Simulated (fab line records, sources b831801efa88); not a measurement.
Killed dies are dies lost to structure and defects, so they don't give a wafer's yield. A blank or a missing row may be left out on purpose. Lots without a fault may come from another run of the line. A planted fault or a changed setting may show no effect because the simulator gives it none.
A struck lot beside a sound one | flow gf180mcu | 20 steps out of a route of 602
Sound: wafers L300.2, L300.3, L300.6. Struck: wafers L313.1, L313.3, L313.5. The cause comes at the end.
At each step with rows: each side's tool, then ch and its chambers, then its first start. Under that, the readings that differ: sound wafers | struck wafers | difference of the means | sigmas: that difference in standard deviations of wafers without a fault.
alike: readings whose means differ by less than 2 such deviations, and words and numbers that are the same on both sides. not compared: withheld readings, readings that some wafer has no value for, bounds like >300 that may hide the same value, and numbers for which the record gives no deviation and whose values overlap.
The two part at a step that has a row with sigmas, a row that says differs or no value, or rows on one side only. Numbers that don't overlap but have no deviation are shown without sigmas and don't part them. A reading that every wafer of one side lacks parts them only if that side has two wafers or more.

first, 2 steps without rows for these wafers: GF_M2_CLEAN_19 (cleans in DIW); GF_V2_CVD_00 (deposits SiO2, target thk 600 nm, time 100 s).
GF_V2_THK_MEAS_01:
  sound on film_metro-02, day 19 22:22; struck on film_metro-04, day 24 11:35
  alike: V2_CVD_00_THK
GF_V2_CVD_02: deposits SiO2 from TEOS, target thk 850 nm, time 94.851 s.
  sound on pecvd-04 ch 1,2, day 19 22:25; struck on pecvd-01 ch 0,2, day 24 11:38
  alike: heater_power_w
GF_V2_THK_MEAS_03:
  sound on film_metro-04, day 19 22:29; struck on film_metro-02, day 24 11:43
  alike: V2_CVD_02_THK
GF_V2_CMP_04: polishes SiO2.
  sound on cmp-02 ch 1,2,3, day 19 22:41; struck on cmp-01 ch 0,1, day 24 11:46
  alike: motor_current_A, slurry_flow_ml_min, time_to_endpoint_s
GF_V2_BOW_MEAS_05:
  sound on film_metro-01, day 19 22:58; struck on film_metro-04, day 24 12:04
  alike: V2_BOW
then, 5 steps without rows for these wafers: GF_V2_DEHYDRATE_06 (time 60 s); GF_V2_HMDS_07 (prime time 60 s); GF_V2_COAT_08; GF_V2_COAT_09 (resist thk 1000 nm); GF_V2_SOFTBAKE_10 (time 60 s).
GF_V2_EXPOSE_11: exposes mask Via2, target cd 260 nm.
  sound on krf_scanner-01 ch 0, day 20 11:01; struck on krf_scanner-01 ch 0, day 24 23:27
  alike: mask, exposure_dose_mJ_cm2
then, 2 steps without rows for these wafers: GF_V2_PEB_12 (peb time 90 s); GF_V2_DEVELOP_13 (develop time 60 s).
GF_V2_CD_MEAS_14: target cd 260 nm.
  sound on cd_sem-02, day 20 22:38; struck on cd_sem-02, day 25 10:00
  reading    | sound             | struck            | difference | sigmas
  cd_nm (nm) | 259.0 257.2 258.6 | 262.5 263.7 261.9 | +4.4       | +4
GF_V2_OVL_MEAS_15:
  sound on overlay-01, day 20 22:44; struck on overlay-02, day 25 10:07
  alike: V2_OVL
GF_V2_ETCH_16: etches BARC in N2/H2.
  sound on rie_diel-01 ch 2,3, day 20 22:46; struck on rie_diel-01 ch 1,2,3, day 25 10:10
  reading             | sound           | struck          | difference | sigmas
  model.V2.cd_nm (nm) | 258.9 257.8 258 | 262 262.9 262.1 | +4         |
  alike: drypump_motor_current_A, oes_product_au, throttle_valve_pct
GF_V2_ETCH_17: etches SiO2 in C4F8/O2/Ar, stops on TiN, target depth 630 nm.
  sound on rie_diel-01 ch 2,3; struck on rie_diel-01 ch 1,2,3
  alike: oes_product_au
GF_PASSIVATION_PROBE_99:
  the record has rows for the sound wafers here (prober-01, day 29 12:47) and none for the struck ones

WHERE THEY PART
First at GF_V2_CD_MEAS_14; last, within this record, at GF_PASSIVATION_PROBE_99.

WHY: what the simulator had put in
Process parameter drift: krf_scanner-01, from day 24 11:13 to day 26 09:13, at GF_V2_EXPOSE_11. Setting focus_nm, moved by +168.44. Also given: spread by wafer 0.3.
